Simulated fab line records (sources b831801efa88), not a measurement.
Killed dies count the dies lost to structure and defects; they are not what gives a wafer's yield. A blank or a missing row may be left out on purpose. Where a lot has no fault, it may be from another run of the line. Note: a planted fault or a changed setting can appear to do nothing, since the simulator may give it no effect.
Matching of chambers ; flow sky130 ; 4 sister chambers for SKY_VIA1_CMP_24 on cmp-01
The step polishes, stops on SiO2, t overpolish 15 s, target thk 0 nm. 18 wafers are shown with their chamber, then 9 later ones without.

## WAFERS, EACH WITH ITS CHAMBER
wafer;chamber;motorCurrentA (A);timeToEndpointS (s);overpolishRunS (s)
L179.2;3;10.8;60.8;14.984
L179.5;2;9.6;64.4;15.004
L179.6;3;10.6;63.6;15.003
L181.3;2;9.8;63.7;14.991
L181.4;1;10.8;65.1;15.017
L181.5;1;11.0;63.6;15.009
L182.1;0;12.3;65.3;15.008
L182.5;3;11.3;66.8;15.003
L182.6;2;9.5;66.1;15.000
L183.1;3;11.3;68.2;15.012
L183.4;0;12.2;70.2;14.995
L183.6;3;10.7;65.5;14.999
L186.1;3;11.3;64.1;15.006
L186.4;0;12.9;66.7;15.006
L186.5;2;9.5;63.4;14.989
L190.2;2;9.8;63.9;15.014
L190.3;3;10.6;63.0;15.002
L190.4;0;12.0;68.0;14.988

SIGNATURES, as means of the wafers listed above
reading;chamber 0;chamber 1;chamber 2;chamber 3;scatter within a chamber
motorCurrentA;12.350;10.900;9.640;10.943;0.3
timeToEndpointS;67.550;64.350;64.300;64.571;1.99
overpolishRunS;14.99925;15.01300;14.99960;15.00129;0.0091
Rule: for each reading, subtract the chamber's mean from the wafer's reading, divide by that reading's scatter and square the result; add these up over the readings and take the root, which gives the wafer's distance from the chamber. The wafer belongs to the nearest chamber; if the next one is less than 2 further off, it can't be placed. The scatter: the root of (the sum of the squares of (reading less its chamber's mean) over the shown wafers, divided by (wafers less chambers)).

## WAFERS WITH NO CHAMBER GIVEN
wafer;motorCurrentA (A);timeToEndpointS (s);overpolishRunS (s)
L191.1;10.8;64.7;14.996
L191.3;9.8;63.7;15.001
L191.4;12.5;65.5;14.997
L200.1;10.4;62.4;14.993
L200.3;11.9;62.7;15.000
L200.6;9.7;64.0;14.994
L202.1;9.9;64.1;14.998
L202.4;10.4;60.9;15.001
L202.6;9.9;64.7;15.013

## CHAMBER TAKEN BY EACH
wafer;from the rows above;in truth
L191.1;can't be placed: 3 or 1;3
L191.3;2;2
L191.4;0;0
L200.1;can't be placed: 3 or 2 or 1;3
L200.3;can't be placed: 0 or 3 or 1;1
L200.6;2;2
L202.1;2;2
L202.4;can't be placed: 3 or 1 or 2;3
L202.6;can't be placed: 2 or 1 or 3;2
Placed correctly: 4 of 9. Cannot be placed on the basis of these rows: 5; the candidates contain the true chamber in 5. Number placed wrongly: 0.
